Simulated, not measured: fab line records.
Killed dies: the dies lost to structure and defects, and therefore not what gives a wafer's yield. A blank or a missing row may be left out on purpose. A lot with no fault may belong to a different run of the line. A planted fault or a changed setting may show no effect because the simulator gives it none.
Which tool is to blame?    flow sky130    18 wafers from 6 lots sampled at 2 of the route's 708 steps

WHAT EACH GAUGE READ, for each wafer
SKY_VT_ADJUST_HVTR_OVL_MEAS_08.
lot   measured      on          VT_ADJUST_HVTR_OVL (nm)
L590  day 10 22:24  overlay-01  -2.4 -0.4 0.1
L592  day 11 12:39  overlay-01  -149.4 -151.0 -149.6
L594  day 12 05:53  overlay-01  -148.9 -150.2 -149.7
L600  day 13 18:12  overlay-01  0.1 1.4 1.7
L606  day 15 20:20  overlay-02  0.1 0.8 -1.0
L608  day 16 04:56  overlay-01  0.2 0.2 4.1

WHICH TOOL RAN EACH LOT (tool, then ch and the chambers of the sampled wafers, then the start)
lot   SKY_VT_ADJUST_HVTR_EXPOSE_04
L590  ilineStepper-02 ch 0, day 10 11:36
L592  ilineStepper-02 ch 0, day 11 00:58
L594  ilineStepper-02 ch 0, day 11 18:15
L600  ilineStepper-01 ch 0, day 13 07:05
L606  ilineStepper-01 ch 0, day 15 06:31
L608  ilineStepper-01 ch 0, day 15 16:11
- SKY_VT_ADJUST_HVTR_EXPOSE_04: exposes mask HVTRM, target cd 380 nm.

THE ANSWER, worked out from the rows above alone
Rule: usual is defined by the lots themselves. The widest of any qualifying gaps counts: lots, ordered by their means at a reading, are off when they make up no more than a third of the lots, leave a main group of 4 or more, and stand apart from it by 3 or more times the standard deviation of that group's means. The tables above print the reading to a certain number of digits; a main group whose means all agree to those digits is not used. Also off: a lot with no number at a reading for which 4 or more lots have one. All remaining lots with rows at the step are treated as sound.
Off: at SKY_VT_ADJUST_HVTR_OVL_MEAS_08 (VT_ADJUST_HVTR_OVL), L592, L594. Mean 0.4 nm and standard deviation 0.94 in the main group.
If a tool, at a process step before that reading, ran all the lots that are off and no sound lot after the first of them, it fits. Gauges at SKY_VT_ADJUST_HVTR_OVL_MEAS_08: tried the same way as those tools. One candidate fits, namely ilineStepper-02 at SKY_VT_ADJUST_HVTR_EXPOSE_04. Its last sound lot is L590 (day 10 11:36), its first lot that is off L592 (day 11 00:58): a fault that began between those two fits.

WHAT WAS PUT IN BY THE SIMULATOR
Scanner matching overlay: ilineStepper-02, from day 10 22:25 on, at SKY_VT_ADJUST_HVTR_EXPOSE_04. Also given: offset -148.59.
Lots struck among those shown: L592, L594. The rule above found the same.
